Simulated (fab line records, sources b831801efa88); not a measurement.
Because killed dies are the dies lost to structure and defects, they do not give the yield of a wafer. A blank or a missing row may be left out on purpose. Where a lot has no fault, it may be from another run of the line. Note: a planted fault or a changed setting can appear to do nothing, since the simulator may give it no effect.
Which tool was responsible? + flow gf180mcu + Sampling: 14 lots, 40 wafers, 2 of 602 route steps

WHAT THE GAUGES SHOWED, per wafer
GF_SAB_THK_MEAS_01. Usual: for SAB_CVD_00_THK the level is 50.1 nm and the standard deviation is 0.69.
| lot  | measured     | on            | SAB_CVD_00_THK (nm) | flag |
|------|--------------|---------------|---------------------|------|
| L304 | day 14 04:17 | film-metro-01 | 49.8 49.4 50.8      |      |
| L305 | day 14 10:44 | film-metro-01 | 49.8 49.6 49.7      |      |
| L306 | day 14 21:17 | film-metro-02 | 50.5 50.7 51.3      |      |
| L307 | day 15 04:41 | film-metro-01 | 49.7 50.8 49.9      |      |
| L308 | day 15 17:21 | film-metro-03 | 49.6 49.5 49.2      |      |
| L310 | day 15 21:55 | film-metro-03 | 50.1 50.4 50.2      |      |
| L311 | day 16 06:23 | film-metro-03 | 50.3 49.3 50.5      |      |
| L313 | day 17 02:56 | film-metro-03 | 48.8 49.7 49.7      |      |
| L320 | day 20 09:34 | film-metro-03 | 50.6 51.1           |      |
| L321 | day 21 06:03 | film-metro-03 | 49.8 50.5           |      |
| L324 | day 22 06:45 | film-metro-03 | 50.2 49.7 50.7      |      |
| L326 | day 22 15:11 | film-metro-01 | 50.4 50.5 50.4      |      |
| L327 | day 22 16:21 | film-metro-01 | 50.7 50.6 51.3      |      |
| L325 | day 22 17:35 | film-metro-01 | 51.0 51.0 50.8      |      |

WHICH TOOL RAN EACH LOT (tool, then ch and the chambers of the sampled wafers, then the start)
| lot  | GF_HV_LDD_RTA_52                 |
|------|----------------------------------|
| L304 | rtp-anneal-01 ch 0, day 12 06:43 |
| L305 | rtp-anneal-01 ch 0, day 12 13:27 |
| L306 | rtp-anneal-02 ch 0, day 13 00:21 |
| L307 | rtp-anneal-01 ch 0, day 13 08:28 |
| L308 | rtp-anneal-01 ch 0, day 13 18:50 |
| L310 | rtp-anneal-01 ch 0, day 14 01:19 |
| L311 | rtp-anneal-02 ch 0, day 14 08:27 |
| L313 | rtp-anneal-02 ch 0, day 15 03:25 |
| L320 | rtp-anneal-01 ch 0, day 18 06:47 |
| L321 | rtp-anneal-01 ch 0, day 19 02:57 |
| L324 | rtp-anneal-02 ch 0, day 20 03:07 |
| L326 | rtp-anneal-01 ch 0, day 20 12:30 |
| L327 | rtp-anneal-02 ch 0, day 20 13:41 |
| L325 | rtp-anneal-01 ch 0, day 20 14:00 |
- GF_HV_LDD_RTA_52: time 10 s.

AS READ BY THE TOOLS THEMSELVES (means over the sampled wafers that have a number; for cases with no such wafer, the mark the record gives instead)
GF_HV_LDD_RTA_52. Usual: lamp-power-pct 36.1 %, standard deviation 2.9; wafer_temp_C_max 1005.6, standard deviation 0.99.
| lot  | tool          | lamp-power-pct (%) | wafer_temp_C_max | flag |
|------|---------------|--------------------|------------------|------|
| L304 | rtp-anneal-01 | 38.7               | 1006.0           |      |
| L305 | rtp-anneal-01 | 38.8               | 1005.0           |      |
| L306 | rtp-anneal-02 | 32.9               | 1005.7           |      |
| L307 | rtp-anneal-01 | 38.8               | 1005.4           |      |
| L308 | rtp-anneal-01 | 38.8               | 1006.2           |      |
| L310 | rtp-anneal-01 | 38.7               | 1005.7           |      |
| L311 | rtp-anneal-02 | 32.9               | 1006.0           |      |
| L313 | rtp-anneal-02 | 32.9               | 1004.3           |      |
| L320 | rtp-anneal-01 | 38.8               | 1005.5           |      |
| L321 | rtp-anneal-01 | 38.7               | 1005.7           |      |
| L324 | rtp-anneal-02 | 32.9               | 1004.7           |      |
| L326 | rtp-anneal-01 | 38.8               | 1007.3           |      |
| L327 | rtp-anneal-02 | 32.9               | 1006.5           |      |
| L325 | rtp-anneal-01 | 38.7               | 1005.5           |      |

THE ANSWER, worked out from the rows above alone
Rule: take the mean of a lot's wafers that have a number; if it is more than 3 standard deviations from the usual mean, the lot is off. A lot without any number at a reading at which 4 lots or more have one is off too. All remaining lots with rows at the step are treated as sound. After the gauges, taken in route order, come the tools' own readings; for these a lot's mean is taken, as printed above. At the first step where some lot is off, the reading lying furthest off is the one used; lots without a number count as furthest.
None of the lots is off at any reading shown; this tells nothing.

WHAT WAS PUT IN BY THE SIMULATOR
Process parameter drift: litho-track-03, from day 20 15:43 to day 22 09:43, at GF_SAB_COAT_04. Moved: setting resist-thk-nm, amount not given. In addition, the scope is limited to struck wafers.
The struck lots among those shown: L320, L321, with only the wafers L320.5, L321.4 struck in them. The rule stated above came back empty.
